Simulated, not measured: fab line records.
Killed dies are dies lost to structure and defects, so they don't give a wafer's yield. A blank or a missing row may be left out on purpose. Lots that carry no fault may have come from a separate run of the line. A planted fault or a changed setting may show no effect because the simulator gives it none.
8D (eight disciplines) problem report, filled in by code :: flow sky130 :: the parts of the form that need people (team, actions taken, sign-off) are left out

== 1. PROBLEM STATEMENT ==
VIA4_W_RS at SKY_VIA4_RS_MEAS_19 reads a mean of 0.136 ohm/sq on 4 wafers of 2 lots; wafers without a fault read 0.227 ohm/sq with a standard deviation of 0.003. Measured from the usual mean, that is -30 standard deviations.
The step: measures by four-point-probe.
First observed at day 46 06:16: wafer L753.3, on filmMetro-03. At this step, 36 wafers from 12 lots have a number in the record. By rule, "out" or "out of limits" means more than 4 standard deviations away from the usual mean. The other wafers with a number count as sound.

== 2. WHAT THIS IS AND IS NOT ==
question: which readings at this step
is: VIA4_W_RS
is not: -

question: which lots
is: L753, L755
is not: L740, L741, L743, L746, L747, L750, L751, L752, L759, L762

question: which wafers of those lots
is: L753.3, L753.6, L755.1, L755.3
is not: L753.2, L755.5

question: read on which gauges
is: filmMetro-03
is not: filmMetro-02, filmMetro-04

question: when
is: from day 46 06:16
is not: up to then (25 sound wafers); but 7 sound wafers of L755, L759, L762 came after

== 3. SUSPECTS, AND WHAT RULES EACH OUT ==
Counting: if a tool at a process step up to the reading ran every lot that is out, it stays a suspect. Sound lots after the first of them don't rule it out here, since some wafers of a struck lot are sound.
- the gauge at SKY_VIA4_RS_MEAS_19 is ruled out. All the wafers that are out were read on filmMetro-03, but those of them that SKY_VIA4_CVD_18 has rows for are out there too, on other tools.
- cvdW-01 at SKY_VIA4_CVD_18 (deposits W, target thk 505 nm, time 152.14 s): kept. It ran every lot that is out, first L753 (day 46 06:05); its last sound lot up to then is L752 (day 45 23:01). On those wafers its own readings are out: heaterPowerOuterW, heaterPowerW, susceptorTempC.
- Within cvdW-01 at SKY_VIA4_CVD_18, the wafers that are out were processed in chamber 0 and their sound lot-mates in chamber 1.
The count leaves cvdW-01 at SKY_VIA4_CVD_18.

== 4. THE CAUSE (what the simulator had put in) ==
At SKY_VIA4_CVD_18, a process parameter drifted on cvdW-01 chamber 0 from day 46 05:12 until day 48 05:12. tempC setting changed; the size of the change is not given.
This tool alone remained once counting was done.

== 5. THE EFFECT CHAIN, in route order ==
Rows list readings where the struck wafers' mean (over those with a number) sits beyond 3 standard deviations from the usual. Only readings whose record carries a usual standard deviation are examined. hours: median over the lots of the time between each lot's start at the first step of this table that gives one and its start at this step. sigmas: the change, counted in usual standard deviations.
hours: 0
step: SKY_VIA4_CVD_18
reading: heaterPowerOuterW
usual: 496 W
on struck wafers: 854
change: +358
sigmas: +4.9

hours: 0
step: SKY_VIA4_CVD_18
reading: heaterPowerW
usual: 812 W
on struck wafers: 1281
change: +469
sigmas: +5.2

hours: 0
step: SKY_VIA4_CVD_18
reading: susceptorTempC
usual: 399.98 C
on struck wafers: 446.95
change: +46.97
sigmas: +99 or more

hours: 0
step: SKY_VIA4_RS_MEAS_19
reading: VIA4_W_RS
usual: 0.227 ohm/sq
on struck wafers: 0.136
change: -0.091
sigmas: -30

hours: 0
step: SKY_VIA4_THK_MEAS_20
reading: VIA4_W_THK
usual: 499 nm
on struck wafers: 828
change: +330
sigmas: +46

hours: 0
step: SKY_VIA4_CMP_21
reading: timeToEndpointS
usual: 122 s
on struck wafers: 201
change: +79
sigmas: +12
The process steps in it:
- SKY_VIA4_CVD_18: deposits W, target thk 505 nm, time 152.14 s.
- SKY_VIA4_CMP_21: polishes, stops on SiO2, t overpolish 25 s, target thk 0 nm.

== 6. HOW IT WOULD HAVE BEEN CAUGHT EARLIER ==
In this record the first reading out of limits at a measuring or inspecting step was taken at day 46 06:16, 1 hour after the fault began at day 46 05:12.
Tool's own readings at SKY_VIA4_CVD_18, heaterPowerOuterW, heaterPowerW, susceptorTempC: out on all struck wafers the step has rows for; an alarm limit on them would have tripped on the first.
L755, from the lots that are out (2), started SKY_VIA4_CVD_18 on cvdW-01 later than day 46 06:16. Had the tool been put on hold then, it would have been spared.
